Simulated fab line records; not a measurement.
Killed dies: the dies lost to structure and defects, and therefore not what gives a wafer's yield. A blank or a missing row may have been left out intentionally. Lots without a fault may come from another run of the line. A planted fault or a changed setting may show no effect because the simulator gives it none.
What tool caused it? ; flow sky130 ; 14 lots with 42 wafers sampled at 3 steps, on a route of 708 steps

## WHAT EACH GAUGE READ, for each wafer
SKY_LOCAL_INTERCONNECT_CD_MEAS_11 targets a cd of 170 nm. Usual: cd-nm reads 170.4 nm (standard deviation 1.2).
lot;measured;on;cd-nm (nm);flag
L311;day 30 11:03;cd-sem-01;170.2 169.2 169.3;
L312;day 30 18:56;cd-sem-01;169.7 169.1 169.8;
L313;day 31 05:41;cd-sem-01;171.3 170.6 170.2;
L315;day 31 20:52;cd-sem-02;170.3 169.6 168.8;
L317;day 32 14:46;cd-sem-02;170.5 170.9 171.2;
L319;day 32 23:37;cd-sem-02;171.0 170.6 173.1;
L320;day 33 05:58;cd-sem-02;169.2 168.5 168.1;
L323;day 34 09:28;cd-sem-02;170.3 171.6 170.9;
L324;day 34 13:54;cd-sem-01;171.8 170.4 171.0;
L325;day 35 00:09;cd-sem-02;170.8 170.7 170.3;
L329;day 36 05:13;cd-sem-02;171.2 170.7 169.4;
L330;day 36 13:03;cd-sem-01;171.6 172.2 172.1;
L332;day 37 04:26;cd-sem-02;170.0 170.9 170.1;
L333;day 37 06:56;cd-sem-01;170.3 170.5 171.7;

SKY_CONTACT_THK_MEAS_01. Usual: for CONTACT_CVD_00_THK the level is 75.0 nm and the standard deviation is 0.86.
lot;measured;on;CONTACT_CVD_00_THK (nm);flag
L311;day 30 11:58;film-metro-04;75.4 74.4 76.6;
L312;day 30 19:49;film-metro-03;73.1 75.0 73.8;
L313;day 31 06:34;film-metro-02;75.0 74.8 76.0;
L315;day 31 21:44;film-metro-02;74.3 75.5 75.5;
L317;day 32 15:41;film-metro-03;74.2 74.3 74.6;
L319;day 33 00:29;film-metro-02;75.8 74.5 75.7;
L320;day 33 06:50;film-metro-03;74.6 73.6 75.6;
L323;day 34 10:24;film-metro-04;75.0 74.7 74.1;
L324;day 34 14:50;film-metro-04;74.3 75.6 75.8;
L325;day 35 01:02;film-metro-04;74.0 73.2 74.8;
L329;day 36 06:10;film-metro-04;75.0 75.4 76.4;
L330;day 36 13:56;film-metro-02;74.3 76.4 76.3;
L332;day 37 05:22;film-metro-02;75.1 76.5 76.2;
L333;day 37 07:50;film-metro-04;73.8 74.1 75.0;

## WHAT TOOL EACH LOT RAN ON (gives the tool, then ch and the chambers of the sampled wafers, and finally the start)
lot;SKY_CONTACT_CVD_00
L311;pecvd-04 ch 1,2, day 30 11:55
L312;pecvd-01 ch 0,1,2, day 30 19:45
L313;pecvd-02 ch 0,1,2, day 31 06:32
L315;pecvd-01 ch 0,1,2, day 31 21:41
L317;pecvd-02 ch 0,1,2, day 32 15:39
L319;pecvd-04 ch 0,2, day 33 00:27
L320;pecvd-02 ch 0,1, day 33 06:48
L323;pecvd-02 ch 1,2, day 34 10:20
L324;pecvd-04 ch 0,2, day 34 14:48
L325;pecvd-01 ch 0,2, day 35 01:00
L329;pecvd-01 ch 0,2, day 36 06:06
L330;pecvd-04 ch 0,1, day 36 13:55
L332;pecvd-02 ch 0,1, day 37 05:20
L333;pecvd-01 ch 0,2, day 37 07:48
- SKY_CONTACT_CVD_00: deposits Si3N4, target thk 75 nm.

## WHAT THE TOOLS THEMSELVES READ (means of the sampled wafers that have a number; where no wafer has one, the mark that the record gives instead)
SKY_CONTACT_CVD_00. Usual: heater-power-w reads 790 W (standard deviation 88).
lot;tool;heater-power-w (W);flag
L311;pecvd-04;775;
L312;pecvd-01;764;
L313;pecvd-02;800;
L315;pecvd-01;788;
L317;pecvd-02;726;
L319;pecvd-04;809;
L320;pecvd-02;746;
L323;pecvd-02;829;
L324;pecvd-04;761;
L325;pecvd-01;785;
L329;pecvd-01;714;
L330;pecvd-04;861;
L332;pecvd-02;727;
L333;pecvd-01;704;

## THE ANSWER, worked out from the rows above alone
Rule: lot off if the mean of its wafers having a number is beyond 3 standard deviations from the usual mean. A lot without any number at a reading at which 4 lots or more have one is off too. All remaining lots with rows at the step are treated as sound. The gauges are gone through in route order, then the tools' own readings, and for those a lot's mean is taken as printed above. The first step at which some lot is off is used, and at that step the reading that is off furthest; a lot without a number counts as furthest.
Across all readings shown, no lot is off: no conclusion can be drawn from this.

## WHAT THE SIMULATOR HAD PUT IN
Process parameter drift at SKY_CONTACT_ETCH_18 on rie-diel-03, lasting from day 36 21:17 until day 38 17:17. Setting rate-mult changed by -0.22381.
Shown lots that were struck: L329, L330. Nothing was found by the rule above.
